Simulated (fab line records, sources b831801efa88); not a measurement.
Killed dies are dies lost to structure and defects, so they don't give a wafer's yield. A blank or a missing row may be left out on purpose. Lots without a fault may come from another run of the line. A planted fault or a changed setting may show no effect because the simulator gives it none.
Which tool did it? | flow gf180mcu | 7 lots, 21 wafers sampled, at 2 steps of a route of 602

WHAT THE GAUGES READ, wafer by wafer
GF_SALICIDE_THK_MEAS_05: measures by xrf.
lot  | measured     | on            | SALICIDE_TIN_THK (nm)
L700 | day 15 15:14 | film_metro-04 | 19.89 20.00 19.89
L702 | day 16 22:38 | film_metro-01 | 20.21 20.29 20.17
L706 | day 18 02:17 | film_metro-01 | 20.21 20.45 20.35
L709 | day 19 02:01 | film_metro-03 | 19.92 20.06 20.04
L710 | day 19 17:43 | film_metro-03 | 20.06 20.19 20.01

WHICH TOOL RAN EACH LOT (tool, then ch and the chambers of the sampled wafers, then the start)
lot  | GF_DUAL_GATE_OXIDATION_02
L700 | furnace-01 ch 0, day 7 22:31
L702 | furnace-01 ch 0, day 8 22:50
L706 | furnace-02 ch 0, day 9 19:32
L709 | furnace-02 ch 0, day 10 14:47
L710 | furnace-02 ch 0, day 11 01:31
L711 | furnace-02 ch 0, day 12 08:58
L713 | furnace-01 ch 0, day 12 23:56
- GF_DUAL_GATE_OXIDATION_02: stabilise 600 s, purge 300 s, target thk 10.887 nm.

THE ANSWER, worked out from the rows above alone
Rule: what is usual is taken from the lots themselves. Put in order of their means at a reading, lots are off if they are a third of the lots or fewer, leave a main group of 4 or more, and stand apart from it by a gap of 3 or more times the standard deviation of the main group's means; of several such gaps the widest counts. A main group whose means are all the same, to the digits that the tables above print for the reading, isn't used. A lot without any number at a reading at which 4 lots or more have one is off too. The other lots that the step has rows for count as sound.
No lot is off at any reading shown: from this, nothing can be told.

WHAT THE SIMULATOR HAD PUT IN
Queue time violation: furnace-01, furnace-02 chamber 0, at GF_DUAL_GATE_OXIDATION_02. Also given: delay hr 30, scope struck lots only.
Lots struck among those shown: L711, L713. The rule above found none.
